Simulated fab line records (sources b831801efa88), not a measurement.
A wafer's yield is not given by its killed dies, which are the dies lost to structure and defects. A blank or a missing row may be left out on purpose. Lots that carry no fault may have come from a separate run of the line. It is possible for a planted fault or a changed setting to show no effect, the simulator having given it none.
Comparing a struck lot with a sound one | flow sky130 | 19 steps out of a route of 708
Sound: wafers L461.1, L461.2, L461.5. Struck: wafer L454.4. (L454.2, L454.3 of the same lot were not struck and are left out.) The cause comes at the end.
Order at every step that has rows: each side's tool, ch and its chambers, its first start. Under that, the readings that differ: sound wafers | struck wafers | difference of the means | sigmas: that difference in standard deviations of wafers without a fault.
alike: a reading whose means differ by less than 2 such deviations, as well as words and numbers matching on both sides. not compared: withheld readings; readings where some wafer has no value; bounds like >300 that might hide an equal value; numbers whose values overlap and for which the record gives no deviation.
Wherever a step has rows on one side only, a row that says differs or no value, or a row with sigmas, the two part there. Numbers that don't overlap but have no deviation are shown without sigmas and don't part them. Lack of a reading on every wafer of one side parts them only where that side has two or more wafers.

first, 2 steps without rows for these wafers: SKY_VT_ADJUST_LVTN_PEB_16; SKY_VT_ADJUST_LVTN_DEVELOP_17 (develop time 60 s).
SKY_VT_ADJUST_LVTN_OVL_MEAS_18:
  sound on overlay-02, day 12 14:10; struck on overlay-01, day 10 15:49
  alike: VT_ADJUST_LVTN_01_OVL
then, 1 step without rows for these wafers: SKY_VT_ADJUST_LVTN_IMPLANT_19.
SKY_VT_ADJUST_LVTN_STRIP_20: strips in O2/N2.
  sound on plasmaAsher-01 ch 0,1, day 12 14:21; struck on plasmaAsher-03 ch 0, day 10 15:59
reading                  | sound       | struck | difference | sigmas
drypumpMotorCurrentA (A) | 5.2 5.4 5.4 | 6.4    | +1.1       | +3
  alike: o2FlowSccm, oesProductAu, stripTimeToEndpointS
  not compared: rfHoursCounterH
SKY_VT_ADJUST_LVTN_TW_MEAS_21:
  sound on filmMetro-03, day 12 14:27; struck on filmMetro-03, day 10 16:06
  alike: VT_ADJUST_LVTN_2_TW
then, 6 steps without rows for these wafers: SKY_VT_ADJUST_NCORE_DEHYDRATE_00 (time 60 s); SKY_VT_ADJUST_NCORE_HMDS_01 (prime time 60 s); SKY_VT_ADJUST_NCORE_COAT_02 (resist thk 1140 nm); SKY_VT_ADJUST_NCORE_SOFTBAKE_03 (time 60 s); SKY_VT_ADJUST_NCORE_EXPOSE_04 (exposes mask LVTN COMPLEMENT THIN, target cd 380 nm); SKY_VT_ADJUST_NCORE_PEB_05.
SKY_VT_ADJUST_NCORE_DEVELOP_06: develop time 60 s.
  sound on lithoTrack-03 ch 0, day 13 15:13; struck on lithoTrack-01 ch 0, day 11 15:32
SKY_VT_ADJUST_NCORE_CD_MEAS_07: the cd target is 380 nm.
  sound on cdSem-02, day 13 15:22; struck on cdSem-02, day 11 15:41
  not compared: cdNm
SKY_VT_ADJUST_NCORE_OVL_MEAS_08:
  sound on overlay-01, day 13 15:29; struck on overlay-02, day 11 15:47
  not compared: VT_ADJUST_NCORE_OVL
then, 1 step without rows for these wafers: SKY_VT_ADJUST_NCORE_IMPLANT_09.
SKY_VT_ADJUST_NCORE_STRIP_10: strips in O2/N2.
  sound on plasmaAsher-02 ch 0,1, day 13 15:41; struck on plasmaAsher-03 ch 1, day 11 15:58
  alike: drypumpMotorCurrentA, o2FlowSccm, oesProductAu, stripTimeToEndpointS
  not compared: rfHoursCounterH
SKY_VT_ADJUST_NCORE_TW_MEAS_11:
  sound on filmMetro-02, day 13 15:47; struck on filmMetro-01, day 11 16:18
reading            | sound             | struck | difference | sigmas
VT_ADJUST_NCORE_TW | 220.0 221.2 220.2 | 29.9   | -190.6     | -99 or more
  not compared: hold
-- here the record skips 37 days between the struck wafers' starts before and after, leaving off in module VT_ADJUST_NCORE and picking up in module PAD_OPEN (first step shown: number 708 of the route) --
SKY_PAD_OPEN_PROBE_99:
  sound on prober-01, day 50 01:16; struck on prober-02, day 48 13:11
reading                               | sound                         | struck                  | difference                   | sigmas
hold                                  | - - -                         | awaitDispo/2.4h/release | no value on the sound wafers | 
killedAtContacts                      | 21 20 22                      | 36                      | +15                          | +3
killedAtFrontEnd                      | 13 13 13                      | 417                     | +404                         | +86
killedDies                            | 70 79 77                      | 492                     | +417                         | +43
killedOnRim                           | 12 14 15                      | 96                      | +82                          | +22
model.etest.pfet_16v.rOnOhmUm         | 1.526e+04 1.478e+04 1.548e+04 | 1.878e+04               | +3.607e+03                   | 
model.etest.nfet_16v.rOnOhmUm         | 1.401e+04 1.393e+04 1.412e+04 | 1.111e+04               | -2.910e+03                   | 
model.etest.pfetG5v0d10v5.rOnOhmUm    | 4824 4881 4876                | 5955                    | +1095                        | 
model.etest.tipP.rsOhmSq              | 6813 6841 6889                | 7714                    | +866                         | 
model.etest.pfet_01v8.rOnOhmUm        | 2914 2943 2964                | 3260                    | +320                         | 
model.etest.resPwellUnderGate.rsOhmSq | 2298 2303 2304                | 2564                    | +262                         | 
model.etest.nfetG5v0d10v5.rOnOhmUm    | 1886 1893 1882                | 1569                    | -318                         | 
model.etest.tip_p_5v.rsOhmSq          | 2876 2868 2873                | 3084                    | +212                         | 
  alike: killed_at_M0_to_M3, killed_at_M4_up, killedAtOther, killedOpen, killedShort

WHERE THEY PART
Last at SKY_PAD_OPEN_PROBE_99 as far as this record goes, first at SKY_VT_ADJUST_LVTN_STRIP_20.

WHY: the cause the simulator had injected
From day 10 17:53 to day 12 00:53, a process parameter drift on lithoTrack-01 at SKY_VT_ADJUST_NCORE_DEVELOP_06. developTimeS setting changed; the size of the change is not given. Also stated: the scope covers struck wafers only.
